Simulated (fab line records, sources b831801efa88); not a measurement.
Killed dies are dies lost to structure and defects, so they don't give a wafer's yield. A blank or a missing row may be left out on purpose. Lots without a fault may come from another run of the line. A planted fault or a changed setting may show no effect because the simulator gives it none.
Which tool did it? | flow gf180mcu | 13 lots, 39 wafers sampled, at 3 steps of a route of 602

WHAT THE GAUGES READ, wafer by wafer
GF_MIM_THK_MEAS_11: measures by xrf.
lot  | measured     | on            | MIM_ALCU_THK (nm)
L765 | day 24 19:56 | film_metro-04 | 203 202 199
L767 | day 25 07:31 | film_metro-03 | 203 204 202
L768 | day 25 09:16 | film_metro-02 | 199 202 200
L766 | day 25 10:58 | film_metro-04 | 202 200 199
L769 | day 26 01:19 | film_metro-04 | 200 199 200
L770 | day 26 05:31 | film_metro-03 | 200 201 200
L771 | day 26 21:13 | film_metro-02 | 203 205 205
L774 | day 27 10:19 | film_metro-04 | 206 206 207
L775 | day 27 22:43 | film_metro-02 | 210 211 213
L778 | day 28 21:50 | film_metro-04 | 209 209 204
L784 | day 30 12:07 | film_metro-04 | 204 204 204
L785 | day 30 17:16 | film_metro-03 | 204 200 205
L788 | day 31 06:57 | film_metro-04 | 199 202 201

GF_V5_THK_MEAS_03.
lot  | measured     | on            | V5_CVD_02_THK (nm)
L765 | day 26 15:38 | film_metro-03 | 1447 1462 1438
L767 | day 27 03:16 | film_metro-04 | 1430 1418 1448
L768 | day 27 04:14 | film_metro-04 | 1444 1480 1482
L766 | day 27 05:11 | film_metro-01 | 1446 1428 1438
L769 | day 27 19:25 | film_metro-03 | 1467 1475 1484
L770 | day 27 22:52 | film_metro-03 | 1424 1421 1448
L771 | day 28 14:23 | film_metro-04 | 1417 1459 1431
L774 | day 29 03:35 | film_metro-04 | 1427 1441 1449
L775 | day 29 15:10 | film_metro-03 | 1440 1457 1460
L778 | day 30 12:52 | film_metro-04 | 1485 1468 1485
L784 | day 31 23:04 | film_metro-04 | 1419 1420 1448
L785 | day 32 04:41 | film_metro-01 | 1437 1486 1488
L788 | day 32 16:26 | film_metro-04 | 1461 1440 1439

GF_V5_CD_MEAS_14: target cd 260 nm.
lot  | measured     | on        | cd_nm (nm)
L765 | day 27 11:43 | cd_sem-01 | 260.3 260.8 259.3
L767 | day 27 23:25 | cd_sem-01 | 260.3 260.9 260.5
L768 | day 28 00:26 | cd_sem-02 | 258.7 259.6 259.8
L766 | day 28 01:43 | cd_sem-02 | 259.3 259.3 259.6
L769 | day 28 15:53 | cd_sem-02 | 260.8 261.3 260.2
L770 | day 28 18:46 | cd_sem-02 | 259.4 259.1 260.3
L771 | day 29 10:15 | cd_sem-02 | 260.8 260.2 260.5
L774 | day 29 22:35 | cd_sem-01 | 259.4 259.4 257.8
L775 | day 30 10:26 | cd_sem-01 | 259.6 260.8 259.2
L778 | day 31 07:23 | cd_sem-02 | 259.4 258.3 258.3
L784 | day 32 17:01 | cd_sem-01 | 261.2 261.7 260.8
L785 | day 32 20:47 | cd_sem-02 | 259.0 258.3 259.5
L788 | day 33 09:22 | cd_sem-02 | 260.4 260.9 259.7

WHICH TOOL RAN EACH LOT (tool, then ch and the chambers of the sampled wafers, then the start)
The record holds no process step before these readings.

WHAT THE TOOLS THEMSELVES READ (means of the sampled wafers that have a number; where no wafer has one, the mark that the record gives instead)
The record holds no such reading with a usual standard deviation.

THE ANSWER, worked out from the rows above alone
Rule: what is usual is taken from the lots themselves. Put in order of their means at a reading, lots are off if they are a third of the lots or fewer, leave a main group of 4 or more, and stand apart from it by a gap of 3 or more times the standard deviation of the main group's means; of several such gaps the widest counts. A main group whose means are all the same, to the digits that the tables above print for the reading, isn't used. A lot without any number at a reading at which 4 lots or more have one is off too. The other lots that the step has rows for count as sound. The gauges are gone through in route order, then the tools' own readings, and for those a lot's mean is taken as printed above. The first step at which some lot is off is used, and at that step the reading that is off furthest; a lot without a number counts as furthest.
No lot is off at any reading shown: from this, nothing can be told.

WHAT THE SIMULATOR HAD PUT IN
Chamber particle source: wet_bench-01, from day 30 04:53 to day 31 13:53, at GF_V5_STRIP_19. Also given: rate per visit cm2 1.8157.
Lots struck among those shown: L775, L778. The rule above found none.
